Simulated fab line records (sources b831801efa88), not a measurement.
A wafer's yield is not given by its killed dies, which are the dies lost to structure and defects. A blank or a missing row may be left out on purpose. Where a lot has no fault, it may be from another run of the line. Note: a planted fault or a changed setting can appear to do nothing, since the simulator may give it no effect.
Which tool was responsible? / flow gf180mcu / 72 wafers from 24 lots sampled at 5 of the route's 602 steps

## WHAT EACH GAUGE READ, for each wafer
GF_CONTACT_BOW_MEAS_05. Usual: for CONTACT_BOW the level is 66 um and the standard deviation is 6.8.
lot=L074; measured=day 14 21:41; on=film_metro-01; CONTACT_BOW (um)=61 68 74; flag=
lot=L075; measured=day 15 02:52; on=film_metro-01; CONTACT_BOW (um)=46 72 67; flag=
lot=L076; measured=day 15 20:32; on=film_metro-01; CONTACT_BOW (um)=69 58 65; flag=
lot=L077; measured=day 16 00:25; on=film_metro-01; CONTACT_BOW (um)=70 72 68; flag=
lot=L078; measured=day 16 14:15; on=film_metro-01; CONTACT_BOW (um)=73 71 74; flag=
lot=L080; measured=day 17 05:32; on=film_metro-02; CONTACT_BOW (um)=61 65 68; flag=
lot=L079; measured=day 17 05:34; on=film_metro-01; CONTACT_BOW (um)=70 51 70; flag=
lot=L081; measured=day 17 22:19; on=film_metro-01; CONTACT_BOW (um)=69 57 61; flag=
lot=L082; measured=day 18 05:02; on=film_metro-02; CONTACT_BOW (um)=68 73 74; flag=
lot=L083; measured=day 19 04:26; on=film_metro-01; CONTACT_BOW (um)=57 70 72; flag=
lot=L085; measured=day 19 05:08; on=film_metro-03; CONTACT_BOW (um)=79 66 62; flag=
lot=L084; measured=day 19 11:40; on=film_metro-01; CONTACT_BOW (um)=63 57 73; flag=
lot=L086; measured=day 20 01:43; on=film_metro-03; CONTACT_BOW (um)=59 58 60; flag=
lot=L087; measured=day 20 02:01; on=film_metro-02; CONTACT_BOW (um)=61 57 63; flag=
lot=L088; measured=day 20 14:16; on=film_metro-01; CONTACT_BOW (um)=68 61 73; flag=
lot=L089; measured=day 20 20:00; on=film_metro-02; CONTACT_BOW (um)=78 66 68; flag=
lot=L090; measured=day 21 07:56; on=film_metro-03; CONTACT_BOW (um)=61 72 69; flag=
lot=L092; measured=day 21 12:34; on=film_metro-03; CONTACT_BOW (um)=71 64 62; flag=
lot=L091; measured=day 21 13:26; on=film_metro-02; CONTACT_BOW (um)=73 74 52; flag=
lot=L093; measured=day 22 01:25; on=film_metro-02; CONTACT_BOW (um)=69 63 57; flag=
lot=L094; measured=day 22 10:40; on=film_metro-01; CONTACT_BOW (um)=53 69 60; flag=
lot=L095; measured=day 23 00:58; on=film_metro-02; CONTACT_BOW (um)=74 69 64; flag=
lot=L096; measured=day 23 02:25; on=film_metro-02; CONTACT_BOW (um)=63 70 58; flag=
lot=L097; measured=day 23 12:40; on=film_metro-01; CONTACT_BOW (um)=63 68 79; flag=

GF_V2_THK_MEAS_01. Usual: for V2_CVD_00_THK the level is 602 nm and the standard deviation is 5.
lot=L074; measured=day 18 20:11; on=film_metro-02; V2_CVD_00_THK (nm)=601 604 602; flag=
lot=L075; measured=day 19 01:51; on=film_metro-02; V2_CVD_00_THK (nm)=608 599 605; flag=
lot=L076; measured=day 19 23:24; on=film_metro-03; V2_CVD_00_THK (nm)=599 595 595; flag=
lot=L077; measured=day 20 01:52; on=film_metro-02; V2_CVD_00_THK (nm)=602 590 593; flag=
lot=L078; measured=day 20 17:59; on=film_metro-02; V2_CVD_00_THK (nm)=607 598 600; flag=
lot=L080; measured=day 21 09:59; on=film_metro-01; V2_CVD_00_THK (nm)=590 602 600; flag=
lot=L079; measured=day 21 10:29; on=film_metro-02; V2_CVD_00_THK (nm)=603 602 602; flag=
lot=L081; measured=day 22 03:44; on=film_metro-01; V2_CVD_00_THK (nm)=594 605 596; flag=
lot=L082; measured=day 22 10:46; on=film_metro-03; V2_CVD_00_THK (nm)=605 619 605; flag=
lot=L083; measured=day 23 07:59; on=film_metro-02; V2_CVD_00_THK (nm)=615 610 612; flag=
lot=L085; measured=day 23 09:15; on=film_metro-03; V2_CVD_00_THK (nm)=603 601 607; flag=
lot=L084; measured=day 23 16:10; on=film_metro-01; V2_CVD_00_THK (nm)=599 604 599; flag=
lot=L086; measured=day 24 05:25; on=film_metro-02; V2_CVD_00_THK (nm)=603 609 605; flag=
lot=L087; measured=day 24 06:05; on=film_metro-01; V2_CVD_00_THK (nm)=603 602 599; flag=
lot=L088; measured=day 24 17:29; on=film_metro-01; V2_CVD_00_THK (nm)=596 607 602; flag=
lot=L089; measured=day 24 20:50; on=film_metro-03; V2_CVD_00_THK (nm)=606 600 603; flag=
lot=L090; measured=day 25 08:52; on=film_metro-02; V2_CVD_00_THK (nm)=604 604 606; flag=
lot=L092; measured=day 25 11:22; on=film_metro-02; V2_CVD_00_THK (nm)=597 594 597; flag=
lot=L091; measured=day 25 13:34; on=film_metro-02; V2_CVD_00_THK (nm)=608 599 600; flag=
lot=L093; measured=day 26 00:12; on=film_metro-03; V2_CVD_00_THK (nm)=603 604 602; flag=
lot=L094; measured=day 26 07:43; on=film_metro-02; V2_CVD_00_THK (nm)=610 600 600; flag=
lot=L095; measured=day 26 19:35; on=film_metro-02; V2_CVD_00_THK (nm)=600 602 603; flag=
lot=L096; measured=day 26 22:47; on=film_metro-03; V2_CVD_00_THK (nm)=609 604 608; flag=
lot=L097; measured=day 27 08:48; on=film_metro-03; V2_CVD_00_THK (nm)=603 602 607; flag=

GF_V3_BOW_MEAS_05. Usual: for V3_BOW the level is 119 um and the standard deviation is 8.
lot=L074; measured=day 20 23:55; on=film_metro-04; V3_BOW (um)=112 117 125; flag=
lot=L075; measured=day 21 06:40; on=film_metro-01; V3_BOW (um)=101 122 118; flag=
lot=L076; measured=day 22 02:52; on=film_metro-02; V3_BOW (um)=121 111 117; flag=
lot=L077; measured=day 22 06:06; on=film_metro-02; V3_BOW (um)=126 127 124; flag=
lot=L078; measured=day 22 20:20; on=film_metro-04; V3_BOW (um)=132 130 133; flag=
lot=L080; measured=day 23 11:38; on=film_metro-01; V3_BOW (um)=111 117 117; flag=
lot=L079; measured=day 23 12:35; on=film_metro-02; V3_BOW (um)=119 100 119; flag=
lot=L081; measured=day 24 05:31; on=film_metro-01; V3_BOW (um)=127 115 118; flag=
lot=L082; measured=day 24 11:29; on=film_metro-04; V3_BOW (um)=122 126 128; flag=
lot=L083; measured=day 25 08:10; on=film_metro-01; V3_BOW (um)=111 129 129; flag=
lot=L085; measured=day 25 09:45; on=film_metro-04; V3_BOW (um)=130 119 114; flag=
lot=L084; measured=day 25 17:01; on=film_metro-02; V3_BOW (um)=115 108 123; flag=
lot=L086; measured=day 26 04:39; on=film_metro-02; V3_BOW (um)=110 111 113; flag=
lot=L087; measured=day 26 05:28; on=film_metro-02; V3_BOW (um)=110 104 110; flag=
lot=L088; measured=day 26 15:01; on=film_metro-02; V3_BOW (um)=122 113 127; flag=
lot=L089; measured=day 26 18:23; on=film_metro-04; V3_BOW (um)=125 110 114; flag=
lot=L090; measured=day 27 04:47; on=film_metro-04; V3_BOW (um)=109 123 118; flag=
lot=L092; measured=day 27 09:06; on=film_metro-04; V3_BOW (um)=127 119 117; flag=
lot=L091; measured=day 27 10:50; on=film_metro-01; V3_BOW (um)=121 123 97; flag=
lot=L093; measured=day 27 20:06; on=film_metro-02; V3_BOW (um)=122 115 113; flag=
lot=L094; measured=day 28 03:25; on=film_metro-04; V3_BOW (um)=98 111 104; flag=
lot=L095; measured=day 28 15:13; on=film_metro-02; V3_BOW (um)=134 129 124; flag=
lot=L096; measured=day 28 19:19; on=film_metro-02; V3_BOW (um)=121 129 116; flag=
lot=L097; measured=day 29 03:02; on=film_metro-01; V3_BOW (um)=117 122 132; flag=

## WHAT TOOL EACH LOT RAN ON (gives the tool, then ch and the chambers of the sampled wafers, and finally the start)
lot=L074; GF_V2_STRIP_18=plasma_asher-03 ch 0,1, day 19 21:02; GF_M3_SPUTTER_02=pvd_sputter-03, day 19 22:25
lot=L075; GF_V2_STRIP_18=plasma_asher-03 ch 0,1, day 20 03:19; GF_M3_SPUTTER_02=pvd_sputter-03, day 20 04:40
lot=L076; GF_V2_STRIP_18=plasma_asher-01 ch 0,1, day 21 00:34; GF_M3_SPUTTER_02=pvd_sputter-04, day 21 01:55
lot=L077; GF_V2_STRIP_18=plasma_asher-03 ch 0,1, day 21 03:22; GF_M3_SPUTTER_02=pvd_sputter-04, day 21 04:43
lot=L078; GF_V2_STRIP_18=plasma_asher-04 ch 0,1, day 21 17:56; GF_M3_SPUTTER_02=pvd_sputter-03, day 21 19:19
lot=L080; GF_V2_STRIP_18=plasma_asher-04 ch 0,1, day 22 10:20; GF_M3_SPUTTER_02=pvd_sputter-02, day 22 11:40
lot=L079; GF_V2_STRIP_18=plasma_asher-01 ch 0,1, day 22 11:14; GF_M3_SPUTTER_02=pvd_sputter-03, day 22 12:37
lot=L081; GF_V2_STRIP_18=plasma_asher-04 ch 0,1, day 23 03:49; GF_M3_SPUTTER_02=pvd_sputter-03, day 23 05:10
lot=L082; GF_V2_STRIP_18=plasma_asher-03 ch 0,1, day 23 09:56; GF_M3_SPUTTER_02=pvd_sputter-04, day 23 11:16
lot=L083; GF_V2_STRIP_18=plasma_asher-01 ch 1, day 24 07:34; GF_M3_SPUTTER_02=pvd_sputter-02, day 24 08:55
lot=L085; GF_V2_STRIP_18=plasma_asher-03 ch 0,1, day 24 09:08; GF_M3_SPUTTER_02=pvd_sputter-03, day 24 10:30
lot=L084; GF_V2_STRIP_18=plasma_asher-03 ch 0,1, day 24 16:14; GF_M3_SPUTTER_02=pvd_sputter-02, day 24 17:38
lot=L086; GF_V2_STRIP_18=plasma_asher-01 ch 0,1, day 25 04:43; GF_M3_SPUTTER_02=pvd_sputter-04, day 25 06:28
lot=L087; GF_V2_STRIP_18=plasma_asher-04 ch 0,1, day 25 05:40; GF_M3_SPUTTER_02=pvd_sputter-02, day 25 07:01
lot=L088; GF_V2_STRIP_18=plasma_asher-03 ch 0,1, day 25 15:35; GF_M3_SPUTTER_02=pvd_sputter-02, day 25 16:56
lot=L089; GF_V2_STRIP_18=plasma_asher-04 ch 0,1, day 25 18:41; GF_M3_SPUTTER_02=pvd_sputter-03, day 25 20:02
lot=L090; GF_V2_STRIP_18=plasma_asher-03 ch 1, day 26 06:08; GF_M3_SPUTTER_02=pvd_sputter-02, day 26 07:29
lot=L092; GF_V2_STRIP_18=plasma_asher-01 ch 0,1, day 26 09:53; GF_M3_SPUTTER_02=pvd_sputter-03, day 26 11:14
lot=L091; GF_V2_STRIP_18=plasma_asher-01 ch 0,1, day 26 11:37; GF_M3_SPUTTER_02=pvd_sputter-04, day 26 12:58
lot=L093; GF_V2_STRIP_18=plasma_asher-01 ch 0,1, day 26 21:14; GF_M3_SPUTTER_02=pvd_sputter-03, day 26 22:34
lot=L094; GF_V2_STRIP_18=plasma_asher-04 ch 0,1, day 27 04:40; GF_M3_SPUTTER_02=pvd_sputter-02, day 27 06:02
lot=L095; GF_V2_STRIP_18=plasma_asher-04 ch 0,1, day 27 17:07; GF_M3_SPUTTER_02=pvd_sputter-04, day 27 18:28
lot=L096; GF_V2_STRIP_18=plasma_asher-04 ch 0,1, day 27 19:41; GF_M3_SPUTTER_02=pvd_sputter-03, day 27 21:03
lot=L097; GF_V2_STRIP_18=plasma_asher-04 ch 0,1, day 28 04:47; GF_M3_SPUTTER_02=pvd_sputter-02, day 28 06:07
- GF_V2_STRIP_18: strips in O2/N2.
- GF_M3_SPUTTER_02: material AlCu, target thk 450 nm, time 23.9 s.

## AS READ BY THE TOOLS THEMSELVES (means over the sampled wafers that have a number; for cases with no such wafer, the mark the record gives instead)
GF_V2_STRIP_18. Usual: drypump_motor_current_A 5.8 A, standard deviation 0.49; heater_power_w 324 W, standard deviation 20; n2_flow_sccm 300.0 sccm, standard deviation 0.89; oes_product_au 0.593 a.u., standard deviation 0.0049.
lot=L074; tool=plasma_asher-03; drypump_motor_current_A (A)=6.1; heater_power_w (W)=325; n2_flow_sccm (sccm)=299.3; oes_product_au (a.u.)=0.596; flag=
lot=L075; tool=plasma_asher-03; drypump_motor_current_A (A)=6.1; heater_power_w (W)=322; n2_flow_sccm (sccm)=299.8; oes_product_au (a.u.)=0.592; flag=
lot=L076; tool=plasma_asher-01; drypump_motor_current_A (A)=5.4; heater_power_w (W)=336; n2_flow_sccm (sccm)=299.9; oes_product_au (a.u.)=0.594; flag=
lot=L077; tool=plasma_asher-03; drypump_motor_current_A (A)=6.4; heater_power_w (W)=343; n2_flow_sccm (sccm)=300.2; oes_product_au (a.u.)=0.595; flag=
lot=L078; tool=plasma_asher-04; drypump_motor_current_A (A)=5.5; heater_power_w (W)=310; n2_flow_sccm (sccm)=299.7; oes_product_au (a.u.)=0.595; flag=
lot=L080; tool=plasma_asher-04; drypump_motor_current_A (A)=5.5; heater_power_w (W)=312; n2_flow_sccm (sccm)=301.4; oes_product_au (a.u.)=0.592; flag=
lot=L079; tool=plasma_asher-01; drypump_motor_current_A (A)=5.6; heater_power_w (W)=323; n2_flow_sccm (sccm)=299.2; oes_product_au (a.u.)=0.594; flag=
lot=L081; tool=plasma_asher-04; drypump_motor_current_A (A)=5.5; heater_power_w (W)=306; n2_flow_sccm (sccm)=300.4; oes_product_au (a.u.)=0.592; flag=
lot=L082; tool=plasma_asher-03; drypump_motor_current_A (A)=6.1; heater_power_w (W)=325; n2_flow_sccm (sccm)=301.6; oes_product_au (a.u.)=0.589; flag=
lot=L083; tool=plasma_asher-01; drypump_motor_current_A (A)=5.3; heater_power_w (W)=348; n2_flow_sccm (sccm)=300.2; oes_product_au (a.u.)=0.596; flag=
lot=L085; tool=plasma_asher-03; drypump_motor_current_A (A)=6.5; heater_power_w (W)=340; n2_flow_sccm (sccm)=300.5; oes_product_au (a.u.)=0.592; flag=
lot=L084; tool=plasma_asher-03; drypump_motor_current_A (A)=6.1; heater_power_w (W)=324; n2_flow_sccm (sccm)=299.7; oes_product_au (a.u.)=0.594; flag=
lot=L086; tool=plasma_asher-01; drypump_motor_current_A (A)=5.5; heater_power_w (W)=338; n2_flow_sccm (sccm)=299.6; oes_product_au (a.u.)=0.595; flag=
lot=L087; tool=plasma_asher-04; drypump_motor_current_A (A)=5.5; heater_power_w (W)=312; n2_flow_sccm (sccm)=301.0; oes_product_au (a.u.)=0.600; flag=
lot=L088; tool=plasma_asher-03; drypump_motor_current_A (A)=6.0; heater_power_w (W)=328; n2_flow_sccm (sccm)=300.3; oes_product_au (a.u.)=0.589; flag=
lot=L089; tool=plasma_asher-04; drypump_motor_current_A (A)=5.4; heater_power_w (W)=312; n2_flow_sccm (sccm)=300.1; oes_product_au (a.u.)=0.596; flag=
lot=L090; tool=plasma_asher-03; drypump_motor_current_A (A)=6.8; heater_power_w (W)=358; n2_flow_sccm (sccm)=300.4; oes_product_au (a.u.)=0.596; flag=
lot=L092; tool=plasma_asher-01; drypump_motor_current_A (A)=5.6; heater_power_w (W)=324; n2_flow_sccm (sccm)=300.3; oes_product_au (a.u.)=0.591; flag=
lot=L091; tool=plasma_asher-01; drypump_motor_current_A (A)=5.5; heater_power_w (W)=329; n2_flow_sccm (sccm)=299.8; oes_product_au (a.u.)=0.594; flag=
lot=L093; tool=plasma_asher-01; drypump_motor_current_A (A)=5.5; heater_power_w (W)=333; n2_flow_sccm (sccm)=300.5; oes_product_au (a.u.)=0.590; flag=
lot=L094; tool=plasma_asher-04; drypump_motor_current_A (A)=5.4; heater_power_w (W)=318; n2_flow_sccm (sccm)=299.5; oes_product_au (a.u.)=0.592; flag=
lot=L095; tool=plasma_asher-04; drypump_motor_current_A (A)=5.5; heater_power_w (W)=313; n2_flow_sccm (sccm)=299.7; oes_product_au (a.u.)=0.596; flag=
lot=L096; tool=plasma_asher-04; drypump_motor_current_A (A)=5.5; heater_power_w (W)=314; n2_flow_sccm (sccm)=300.7; oes_product_au (a.u.)=0.590; flag=
lot=L097; tool=plasma_asher-04; drypump_motor_current_A (A)=5.4; heater_power_w (W)=313; n2_flow_sccm (sccm)=298.5; oes_product_au (a.u.)=0.594; flag=

GF_M3_SPUTTER_02. Usual: throttle_valve_pct at 30.2 %, with a standard deviation of 1.2.
lot=L074; tool=pvd_sputter-03; throttle_valve_pct (%)=30.5; flag=
lot=L075; tool=pvd_sputter-03; throttle_valve_pct (%)=29.8; flag=
lot=L076; tool=pvd_sputter-04; throttle_valve_pct (%)=30.5; flag=
lot=L077; tool=pvd_sputter-04; throttle_valve_pct (%)=30.6; flag=
lot=L078; tool=pvd_sputter-03; throttle_valve_pct (%)=30.1; flag=
lot=L080; tool=pvd_sputter-02; throttle_valve_pct (%)=30.9; flag=
lot=L079; tool=pvd_sputter-03; throttle_valve_pct (%)=29.7; flag=
lot=L081; tool=pvd_sputter-03; throttle_valve_pct (%)=30.9; flag=
lot=L082; tool=pvd_sputter-04; throttle_valve_pct (%)=30.7; flag=
lot=L083; tool=pvd_sputter-02; throttle_valve_pct (%)=29.5; flag=
lot=L085; tool=pvd_sputter-03; throttle_valve_pct (%)=30.2; flag=
lot=L084; tool=pvd_sputter-02; throttle_valve_pct (%)=30.1; flag=
lot=L086; tool=pvd_sputter-04; throttle_valve_pct (%)=30.2; flag=
lot=L087; tool=pvd_sputter-02; throttle_valve_pct (%)=28.0; flag=
lot=L088; tool=pvd_sputter-02; throttle_valve_pct (%)=29.0; flag=
lot=L089; tool=pvd_sputter-03; throttle_valve_pct (%)=30.3; flag=
lot=L090; tool=pvd_sputter-02; throttle_valve_pct (%)=30.2; flag=
lot=L092; tool=pvd_sputter-03; throttle_valve_pct (%)=30.7; flag=
lot=L091; tool=pvd_sputter-04; throttle_valve_pct (%)=30.5; flag=
lot=L093; tool=pvd_sputter-03; throttle_valve_pct (%)=30.3; flag=
lot=L094; tool=pvd_sputter-02; throttle_valve_pct (%)=29.4; flag=
lot=L095; tool=pvd_sputter-04; throttle_valve_pct (%)=31.4; flag=
lot=L096; tool=pvd_sputter-03; throttle_valve_pct (%)=30.4; flag=
lot=L097; tool=pvd_sputter-02; throttle_valve_pct (%)=31.0; flag=

## THE ANSWER, worked out from the rows above alone
Rule: lot off if the mean of its wafers having a number is beyond 3 standard deviations from the usual mean. Also off: a lot with no number at a reading for which 4 or more lots have one. All remaining lots with rows at the step are treated as sound. First the gauges in route order, then the tools' own readings, where a lot's mean is used as printed above. The first step at which some lot is off is used, and at that step the reading that is off furthest; a lot without a number counts as furthest.
Nothing can be told from this: no lot is off at any reading shown.

## WHAT HAD BEEN PUT IN BY THE SIMULATOR
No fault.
